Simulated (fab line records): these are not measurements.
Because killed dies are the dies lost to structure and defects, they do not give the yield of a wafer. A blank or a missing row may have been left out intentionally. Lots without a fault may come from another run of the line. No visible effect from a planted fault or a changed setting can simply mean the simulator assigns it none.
Which tool did it? -- flow gf180mcu -- 15 lots, 45 wafers sampled, at 5 steps of a route of 602

## WHAT THE GAUGES SHOWED, per wafer
GF_V1_THK_MEAS_25: measures by xrf.
lot,measured,on,V1_W_THK (nm)
L863,day 18 06:26,film metro-02,349 346 344
L865,day 19 00:17,film metro-02,355 355 357
L866,day 19 13:25,film metro-04,344 351 353
L867,day 20 04:01,film metro-02,355 356 355
L869,day 21 01:49,film metro-01,352 347 352
L871,day 21 08:46,film metro-01,346 348 345
L875,day 22 22:58,film metro-04,348 351 346
L876,day 23 08:35,film metro-02,354 356 358
L877,day 23 11:52,film metro-02,357 350 358
L879,day 23 22:46,film metro-02,353 355 357
L880,day 24 07:05,film metro-04,344 350 347
L881,day 24 18:35,film metro-02,358 355 357
L882,day 25 04:30,film metro-01,350 350 355
L884,day 25 16:23,film metro-02,357 356 353
L886,day 26 12:59,film metro-02,351 347 348

GF_M2_THK_MEAS_06: measures by xrf.
lot,measured,on,M2_ALCU_THK (nm)
L863,day 18 07:08,film metro-02,448 447 451
L865,day 19 00:59,film metro-01,495 495 496
L866,day 19 14:07,film metro-03,499 494 496
L867,day 20 04:43,film metro-02,498 493 492
L869,day 21 02:31,film metro-01,452 448 456
L871,day 21 09:28,film metro-03,447 442 446
L875,day 22 23:40,film metro-03,451 452 448
L876,day 23 09:17,film metro-01,451 455 451
L877,day 23 12:52,film metro-03,449 442 447
L879,day 23 23:28,film metro-02,449 450 445
L880,day 24 07:47,film metro-01,455 454 450
L881,day 24 19:17,film metro-02,441 440 439
L882,day 25 05:12,film metro-02,451 449 450
L884,day 25 17:05,film metro-02,446 444 449
L886,day 26 13:41,film metro-03,443 440 441

## WHAT TOOL EACH LOT RAN ON (gives the tool, then ch and the chambers of the sampled wafers, and finally the start)
lot,GF_V1_STRIP_18,GF_M2_SPUTTER_01,GF_M2_SPUTTER_04
L863,"plasma asher-02 ch 0,1, day 18 05:32","pvd sputter-04, day 18 06:52","pvd sputter-04, day 18 06:57"
L865,"plasma asher-02 ch 1, day 18 23:25","pvd sputter-04, day 19 00:44","pvd sputter-04, day 19 00:49"
L866,"plasma asher-02 ch 0,1, day 19 12:32","pvd sputter-04, day 19 13:52","pvd sputter-04, day 19 13:56"
L867,"plasma asher-03 ch 0,1, day 20 03:01","pvd sputter-04, day 20 04:28","pvd sputter-04, day 20 04:32"
L869,"plasma asher-01 ch 0,1, day 21 00:28","pvd sputter-04, day 21 02:17","pvd sputter-04, day 21 02:22"
L871,"plasma asher-01 ch 0,1, day 21 07:34","pvd sputter-02, day 21 09:14","pvd sputter-02, day 21 09:19"
L875,"plasma asher-02 ch 0,1, day 22 21:59","pvd sputter-04, day 22 23:25","pvd sputter-04, day 22 23:30"
L876,"plasma asher-03 ch 0,1, day 23 07:36","pvd sputter-03, day 23 09:03","pvd sputter-03, day 23 09:08"
L877,"plasma asher-03 ch 0,1, day 23 10:36","pvd sputter-03, day 23 12:38","pvd sputter-03, day 23 12:43"
L879,"plasma asher-02 ch 0,1, day 23 21:34","pvd sputter-04, day 23 23:14","pvd sputter-04, day 23 23:19"
L880,"plasma asher-01 ch 0,1, day 24 06:13","pvd sputter-03, day 24 07:32","pvd sputter-03, day 24 07:37"
L881,"plasma asher-02 ch 0,1, day 24 17:43","pvd sputter-04, day 24 19:03","pvd sputter-04, day 24 19:08"
L882,"plasma asher-02 ch 0,1, day 25 03:39","pvd sputter-03, day 25 04:56","pvd sputter-03, day 25 05:01"
L884,"plasma asher-03 ch 0, day 25 15:31","pvd sputter-03, day 25 16:50","pvd sputter-03, day 25 16:55"
L886,"plasma asher-01 ch 0,1, day 26 12:07","pvd sputter-04, day 26 13:27","pvd sputter-04, day 26 13:32"
- GF_V1_STRIP_18: strips in O2/N2.
- GF_M2_SPUTTER_01: material TiN, target thk 30 nm, time 25 s.
- GF_M2_SPUTTER_04: material TiN, target thk 50 nm, time 41.7 s.

## WHAT THE TOOLS THEMSELVES READ (means of the sampled wafers that have a number; where no wafer has one, the mark that the record gives instead)
GF_V1_STRIP_18.
lot,tool,drypump motor current A (A),heater power w (W),oes product au (a.u.)
L863,plasma asher-02,5.8,337,0.594
L865,plasma asher-02,4.7,270,0.596
L866,plasma asher-02,5.3,299,0.594
L867,plasma asher-03,5.1,327,0.590
L869,plasma asher-01,5.5,317,0.594
L871,plasma asher-01,5.6,331,0.590
L875,plasma asher-02,5.8,327,0.599
L876,plasma asher-03,5.1,328,0.588
L877,plasma asher-03,5.1,328,0.596
L879,plasma asher-02,5.3,298,0.595
L880,plasma asher-01,5.5,314,0.592
L881,plasma asher-02,5.3,298,0.589
L882,plasma asher-02,5.8,325,0.596
L884,plasma asher-03,4.8,326,0.592
L886,plasma asher-01,5.6,336,0.592

GF_M2_SPUTTER_01.
lot,tool,cathode dc power W (W),chamber pressure pa (Pa),throttle valve pct (%)
L863,pvd sputter-04,6500.4,0.3997,32.4
L865,pvd sputter-04,6499.4,0.4004,30.9
L866,pvd sputter-04,6499.1,0.4000,32.3
L867,pvd sputter-04,6500.2,0.4000,31.4
L869,pvd sputter-04,6500.3,0.3995,30.9
L871,pvd sputter-02,6500.1,0.4002,29.9
L875,pvd sputter-04,6500.9,0.3999,30.0
L876,pvd sputter-03,6500.4,0.3998,30.2
L877,pvd sputter-03,6500.1,0.3994,30.1
L879,pvd sputter-04,6500.1,0.4000,30.8
L880,pvd sputter-03,6500.9,0.4007,29.6
L881,pvd sputter-04,6500.5,0.4003,30.9
L882,pvd sputter-03,6499.5,0.4003,30.1
L884,pvd sputter-03,6501.0,0.3995,30.1
L886,pvd sputter-04,6500.1,0.4008,29.9

GF_M2_SPUTTER_04.
lot,tool,cathode dc power W (W),chamber pressure pa (Pa),throttle valve pct (%)
L863,pvd sputter-04,6499.6,0.3989,32.4
L865,pvd sputter-04,-,-,-
L866,pvd sputter-04,-,-,-
L867,pvd sputter-04,-,-,-
L869,pvd sputter-04,6500.1,0.4003,30.8
L871,pvd sputter-02,6500.8,0.4004,29.7
L875,pvd sputter-04,6500.1,0.3997,30.0
L876,pvd sputter-03,6500.4,0.3998,30.1
L877,pvd sputter-03,6499.2,0.3997,30.2
L879,pvd sputter-04,6500.0,0.3998,30.7
L880,pvd sputter-03,6499.3,0.3995,29.8
L881,pvd sputter-04,6498.7,0.3997,30.9
L882,pvd sputter-03,6499.8,0.4003,30.2
L884,pvd sputter-03,6501.8,0.4000,30.0
L886,pvd sputter-04,6500.3,0.4002,29.8

## THE ANSWER, worked out from the rows above alone
Rule: usual is defined by the lots themselves. The widest of any qualifying gaps counts: lots, ordered by their means at a reading, are off when they make up no more than a third of the lots, leave a main group of 4 or more, and stand apart from it by 3 or more times the standard deviation of that group's means. The tables above print the reading to a certain number of digits; a main group whose means all agree to those digits is not used. A lot without any number at a reading at which 4 lots or more have one is off too. Any other lot the step has rows for is counted as sound. After the gauges, taken in route order, come the tools' own readings; for these a lot's mean is taken, as printed above. At the first step where some lot is off, the reading lying furthest off is the one used; lots without a number count as furthest.
Off: L865, L866, L867, at GF_M2_THK_MEAS_06 (M2_ALCU_THK). Mean 448 nm and standard deviation 4 in the main group.
If a tool, at a process step before that reading, ran all the lots that are off and no sound lot after the first of them, it fits. Not tried: the gauges at GF_M2_THK_MEAS_06; whatever is off there is also off at GF_M2_SPUTTER_04, on other tools, and gauge error can't account for it. Not one of the candidates tried fits.

## WHAT WAS PUT IN BY THE SIMULATOR
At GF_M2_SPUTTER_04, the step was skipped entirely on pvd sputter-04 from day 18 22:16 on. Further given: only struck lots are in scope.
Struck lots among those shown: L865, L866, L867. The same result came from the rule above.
